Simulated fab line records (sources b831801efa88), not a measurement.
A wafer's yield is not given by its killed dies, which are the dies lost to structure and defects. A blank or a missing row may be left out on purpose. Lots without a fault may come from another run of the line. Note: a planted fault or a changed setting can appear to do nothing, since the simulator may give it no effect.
Chamber matching + flow gf180mcu + GF_V5_CMP_04 on cmp-02 has 4 sister chambers
The step polishes SiO2. 14 wafers are shown with their chamber, then 7 later ones without.

## WAFERS PAIRED WITH THEIR CHAMBERS
| wafer  | chamber | motor-current-A (A) | platen-rpm (rpm) |
|--------|---------|---------------------|------------------|
| L321.3 | 0       | 11.1                | 60.06            |
| L321.5 | 1       | 11.9                | 59.96            |
| L321.6 | 0       | 11.8                | 60.03            |
| L322.3 | 3       | 13.6                | 60.01            |
| L322.5 | 3       | 14.0                | 60.04            |
| L322.6 | 2       | 12.7                | 60.02            |
| L325.2 | 1       | 12.3                | 59.94            |
| L325.4 | 0       | 12.0                | 60.09            |
| L325.6 | 2       | 12.9                | 60.00            |
| L327.1 | 2       | 12.5                | 60.01            |
| L327.3 | 1       | 11.6                | 60.03            |
| L327.6 | 3       | 13.7                | 60.04            |
| L328.1 | 1       | 12.6                | 60.00            |
| L328.2 | 3       | 13.5                | 60.01            |

SIGNATURES (averages over the wafers above)
| reading         | chamber 0 | chamber 1 | chamber 2 | chamber 3 | scatter within a chamber |
|-----------------|-----------|-----------|-----------|-----------|--------------------------|
| motor-current-A | 11.633    | 12.100    | 12.700    | 13.700    | 0.353                    |
| platen-rpm      | 60.0600   | 59.9825   | 60.0100   | 60.0250   | 0.0279                   |
Rule: a wafer lies at a distance from a chamber equal to the root of the sum of squares, over the readings, of (its reading less the chamber's mean, divided by the reading's scatter). If the next closest chamber is less than 2 further off than the closest, the wafer can't be placed; otherwise it belongs to the closest. The scatter is the square root of a quotient: the sum, over the shown wafers, of each reading's squared deviation from its chamber's mean, divided by wafers minus chambers.

## WAFERS WITH NO CHAMBER GIVEN
| wafer  | motor-current-A (A) | platen-rpm (rpm) |
|--------|---------------------|------------------|
| L328.6 | 11.4                | 60.02            |
| L330.2 | 12.1                | 60.02            |
| L330.5 | 12.1                | 60.05            |
| L330.6 | 14.4                | 59.94            |
| L332.1 | 12.0                | 60.03            |
| L332.3 | 11.4                | 59.96            |
| L332.4 | 11.7                | 60.05            |

## EACH ONE'S CHAMBER
| wafer  | from the rows above          | in truth                   |
|--------|------------------------------|----------------------------|
| L328.6 | can't be placed: 0 or 1      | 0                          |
| L330.2 | can't be placed: 1 or 2 or 0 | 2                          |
| L330.5 | can't be placed: 0 or 2 or 1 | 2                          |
| L330.6 | can't be placed: 3 or 2      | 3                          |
| L332.1 | can't be placed: 0 or 1 or 2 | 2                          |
| L332.3 | can't be placed: 1 or 0 or 2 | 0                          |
| L332.4 | 0                            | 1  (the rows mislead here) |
Correct placement for 0 of the 7. Can't be placed from these rows: 6 (the true chamber is among the candidates in 6). 1 placed wrongly.
